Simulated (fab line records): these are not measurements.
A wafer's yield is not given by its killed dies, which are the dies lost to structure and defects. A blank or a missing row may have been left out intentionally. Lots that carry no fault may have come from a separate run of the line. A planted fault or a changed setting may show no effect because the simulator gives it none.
A struck lot beside a sound one || flow gf180mcu || 14 steps out of a route of 602
Sound: the wafers L843.1, L843.5, L843.6. Wafers struck: L841.1, L841.2, L841.6. At the end, the cause is stated.
Per side, at each step with rows, come the tool, then ch with its chambers, and then its first start. Under that, the readings that differ: sound wafers || struck wafers || difference of the means || sigmas: that difference in standard deviations of wafers without a fault.
alike: readings with means less than 2 such deviations apart, plus words and numbers identical on both sides. not compared: withheld readings, readings lacking a value on some wafer, bounds such as >300 that could conceal the same value, and numbers that have no deviation in the record and whose values overlap.
Wherever a step has rows on one side only, a row that says differs or no value, or a row with sigmas, the two part there. Non-overlapping numbers with no deviation appear without sigmas and do not part them. A reading that every wafer of one side lacks parts them only if that side has two wafers or more.

first, 3 steps without rows for these wafers: GF_MIM_EXPOSE_16 (exposes mask FuseTop, target cd 2000 nm); GF_MIM_PEB_17; GF_MIM_DEVELOP_18 (develop time 60 s).
GF_MIM_METAL_ETCH_19: etches the open film in Cl2/BCl3, stops on Si3N4, target depth 324.5 nm, time 54.1 s.
  sound on rie-metal-01 ch 0,1, day 29 14:36; struck on rie-metal-04 ch 1, day 28 18:07
  alike: drypump-motor-current-A, oes-product-au, rf-fwd-power-W, throttle-valve-pct
  not compared: rf-hours-counter-h
GF_MIM_STRIP_20: strips in O2/N2.
  sound on plasma-asher-01 ch 0,1, day 29 14:40; struck on plasma-asher-03 ch 0,1, day 28 18:16
  alike: drypump-motor-current-A, heater-power-w, oes-product-au, strip-time-to-endpoint-s
  not compared: rf-hours-counter-h
then, 7 steps without rows for these wafers: GF_MIM_STRIP_21 (strips in post etch residue remover, time 1200 s); GF_MIM_CLEAN_22 (cleans in DIW); GF_M5_DEHYDRATE_00 (time 60 s); GF_M5_HMDS_01 (prime time 60 s); GF_M5_COAT_02 (resist thk 1000 nm); GF_M5_SOFTBAKE_03 (time 60 s); GF_M5_EXPOSE_04 (exposes mask Metal5, target cd 280 nm).
GF_M5_PEB_05: peb time 90 s.
  struck on litho-track-03, day 29 13:13; sound on litho-track-03 ch 0, day 30 08:22
  no value came back on the struck wafers for chill-plate-temp-C (C), exhaust-pa (Pa); on the sound wafers chill-plate-temp-C (C) reads 23.15 23.04 22.98
then, 1 step without rows for these wafers: GF_M5_DEVELOP_06 (develop time 60 s).

## WHERE THEY PART
Within this record, at GF_M5_PEB_05 only.

WHY: what the simulator had put in
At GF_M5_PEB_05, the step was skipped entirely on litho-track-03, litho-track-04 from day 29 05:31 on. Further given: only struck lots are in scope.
